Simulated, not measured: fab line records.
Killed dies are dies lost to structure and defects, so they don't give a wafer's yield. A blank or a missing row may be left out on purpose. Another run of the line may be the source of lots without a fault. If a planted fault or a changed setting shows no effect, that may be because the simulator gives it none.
A struck lot beside a sound one ; flow sky130 ; 43 out of 708 route steps
Sound: these wafers, L960.2, L960.3, L960.4. Struck: wafer L954.5. (L954.1, L954.2 of the same lot were not struck and are left out.) The cause comes at the end.
Each step with rows lists, per side, the tool, then ch with its chambers, then its first start. Under that, the readings that differ: sound wafers ; struck wafers ; difference of the means ; sigmas: that difference in standard deviations of wafers without a fault.
alike: readings with means less than 2 such deviations apart, plus words and numbers identical on both sides. not compared: withheld readings, readings lacking a value on some wafer, bounds such as >300 that could conceal the same value, and numbers that have no deviation in the record and whose values overlap.
Wherever a step has rows on one side only, a row that says differs or no value, or a row with sigmas, the two part there. Non-overlapping numbers with no deviation appear without sigmas and do not part them. Lack of a reading on every wafer of one side parts them only where that side has two or more wafers.

SKY_LI_CONTACT_CMP_02: polishes PSG.
  sound on cmp-01 ch 0,1,2, day 31 16:52; struck on cmp-02 ch 3, day 30 04:01
reading;sound;struck;difference;sigmas
timeToEndpointS (s);25.8 28.4 28.1;33.0;+5.6;+2
  alike: motorCurrentA, retainingRingPressureFrac
SKY_LI_CONTACT_BOW_MEAS_03:
  struck on filmMetro-01, day 30 04:16; sound on filmMetro-03, day 31 17:08
  alike: LI_CONTACT_BOW
then, 8 steps without rows for these wafers: SKY_LI_CONTACT_DEHYDRATE_04 (time 60 s); SKY_LI_CONTACT_HMDS_05 (prime time 60 s); SKY_LI_CONTACT_COAT_06 (resist thk 60 nm); SKY_LI_CONTACT_COAT_07 (resist thk 450 nm); SKY_LI_CONTACT_SOFTBAKE_08 (time 90 s); SKY_LI_CONTACT_EXPOSE_09 (exposes mask LICM1, target cd 170 nm); SKY_LI_CONTACT_PEB_10; SKY_LI_CONTACT_DEVELOP_11 (develop time 60 s).
SKY_LI_CONTACT_CD_MEAS_12: target cd 170 nm.
  struck on cdSem-01, day 31 07:43; sound on cdSem-01, day 32 19:40
  alike: cdNm
SKY_LI_CONTACT_OVL_MEAS_13:
  struck on overlay-01, day 31 07:50; sound on overlay-02, day 32 19:46
  alike: LI_CONTACT_OVL
SKY_LI_CONTACT_ETCH_14: etches BARC in N2/H2, stops on SiO2, time 45.9 s, target depth 60 nm.
  sound on rieDiel-02 ch 1,2,3, day 32 19:47; struck on rieDiel-01 ch 1, day 31 07:53
  alike: drypumpMotorCurrentA, oesProductAu, throttleValvePct
  not compared: rfHoursCounterH
SKY_LI_CONTACT_ETCH_15: etches PSG in C4F8/O2/Ar, stops on Si, target depth 600 nm.
  sound on rieDiel-02 ch 1,2,3, day 32 19:50; struck on rieDiel-01 ch 1, day 31 07:55
  alike: oesProductAu
then, 5 steps without rows for these wafers: SKY_LI_CONTACT_STRIP_16 (strips in O2/N2); SKY_LI_CONTACT_CLEAN_17 (cleans in NMP, time 600 s); SKY_LI_CONTACT_PRE_CLEAN_18 (time 5.6 s); SKY_LI_CONTACT_SPUTTER_19 (material Ti, target thk 20 nm, time 106.37 s); SKY_LI_CONTACT_SPUTTER_20 (material TiN, target thk 20 nm, time 80 s).
SKY_LI_CONTACT_CVD_21: deposits W, target thk 400 nm, time 120.56 s.
  sound on cvdW-02 ch 0,1, day 32 20:21; struck on cvdW-02 ch 1, day 31 08:26
  alike: heaterPowerW
SKY_LI_CONTACT_RS_MEAS_22: measurement is done with a four-point probe.
  struck on filmMetro-01, day 31 08:34; sound on filmMetro-03, day 32 20:30
  alike: LI_CONTACT_W_RS
SKY_LI_CONTACT_THK_MEAS_23: measures by xrf.
  struck on filmMetro-01, day 31 08:41; sound on filmMetro-03, day 32 20:37
reading;sound;struck;difference;sigmas
LI_CONTACT_W_THK (nm);421 415 411;434;+18;+3
then, 1 step without rows for these wafers: SKY_LI_CONTACT_CMP_24 (polishes, stops on PSG, t overpolish 20 s, target thk 0 nm).
SKY_LOCAL_INTERCONNECT_SPUTTER_00: material TiN, target thk 100 nm, time 83.3 s.
  struck on pvdSputter-03, day 31 09:06; sound on pvdSputter-01, day 32 20:58
  alike: substrateTempC, throttleValvePct
SKY_LOCAL_INTERCONNECT_RS_MEAS_01: measurement is done with a four-point probe.
  struck on filmMetro-02, day 31 09:10; sound on filmMetro-02, day 32 21:02
  alike: LOCAL_INTERCONNECT_TIN_RS
SKY_LOCAL_INTERCONNECT_THK_MEAS_02: measures by xrf.
  struck on filmMetro-02, day 31 09:17; sound on filmMetro-02, day 32 21:09
  alike: LOCAL_INTERCONNECT_TIN_THK
then, 8 steps without rows for these wafers: SKY_LOCAL_INTERCONNECT_DEHYDRATE_03 (time 60 s); SKY_LOCAL_INTERCONNECT_HMDS_04 (prime time 60 s); SKY_LOCAL_INTERCONNECT_COAT_05 (resist thk 60 nm); SKY_LOCAL_INTERCONNECT_COAT_06 (resist thk 450 nm); SKY_LOCAL_INTERCONNECT_SOFTBAKE_07 (time 90 s); SKY_LOCAL_INTERCONNECT_EXPOSE_08 (exposes mask LI1M, target cd 170 nm); SKY_LOCAL_INTERCONNECT_PEB_09; SKY_LOCAL_INTERCONNECT_DEVELOP_10 (develop time 60 s).
SKY_LOCAL_INTERCONNECT_CD_MEAS_11: target cd 170 nm.
  struck on cdSem-02, day 32 12:20; sound on cdSem-02, day 34 00:25
  alike: cdNm
SKY_LOCAL_INTERCONNECT_OVL_MEAS_12:
  struck on overlay-01, day 32 12:27; sound on overlay-02, day 34 00:31
  alike: LOCAL_INTERCONNECT_OVL
then, 1 step without rows for these wafers: SKY_LOCAL_INTERCONNECT_ETCH_13 (etches BARC in N2/H2, stops on SiO2, time 45.9 s, target depth 60 nm).
SKY_LOCAL_INTERCONNECT_METAL_ETCH_14: etches TiN in Cl2/BCl3, stops on PSG, target depth 110 nm, time 31.4 s.
  sound on rieMetal-01 ch 0,1, day 34 00:37; struck on rieMetal-01 ch 0, day 32 12:33
  alike: drypumpMotorCurrentA, mfcCl2Sccm, oesProductAu, throttleValvePct
  not compared: rfHoursCounterH
then, 4 steps without rows for these wafers: SKY_LOCAL_INTERCONNECT_STRIP_15 (strips in O2/N2); SKY_LOCAL_INTERCONNECT_STRIP_16 (strips in post etch residue remover, time 1200 s); SKY_LOCAL_INTERCONNECT_CLEAN_17 (cleans in IPA, time 180 s); SKY_LOCAL_INTERCONNECT_CLEAN_18 (cleans in O3/DIW).
-- here the record skips 15 days between the struck wafers' starts before and after, leaving off in module LOCAL_INTERCONNECT and picking up in module PAD_OPEN (first step shown: number 708 of the route) --
SKY_PAD_OPEN_PROBE_99:
  struck on prober-02, day 47 05:54; sound on prober-02, day 48 12:11
reading;sound;struck;difference;sigmas
killed_at_M0_to_M3;66 43 57;36;-19;-3
killedAtContacts;16 33 21;52;+29;+6
killedOpen;56 46 62;29;-26;-3
  alike: killed_at_M4_up, killedAtFrontEnd, killedAtOther, killedDies, killedShort

WHERE THEY PART
At SKY_LI_CONTACT_CMP_02 first; at SKY_PAD_OPEN_PROBE_99 last (within this record only).

WHY: what had been put in by the simulator
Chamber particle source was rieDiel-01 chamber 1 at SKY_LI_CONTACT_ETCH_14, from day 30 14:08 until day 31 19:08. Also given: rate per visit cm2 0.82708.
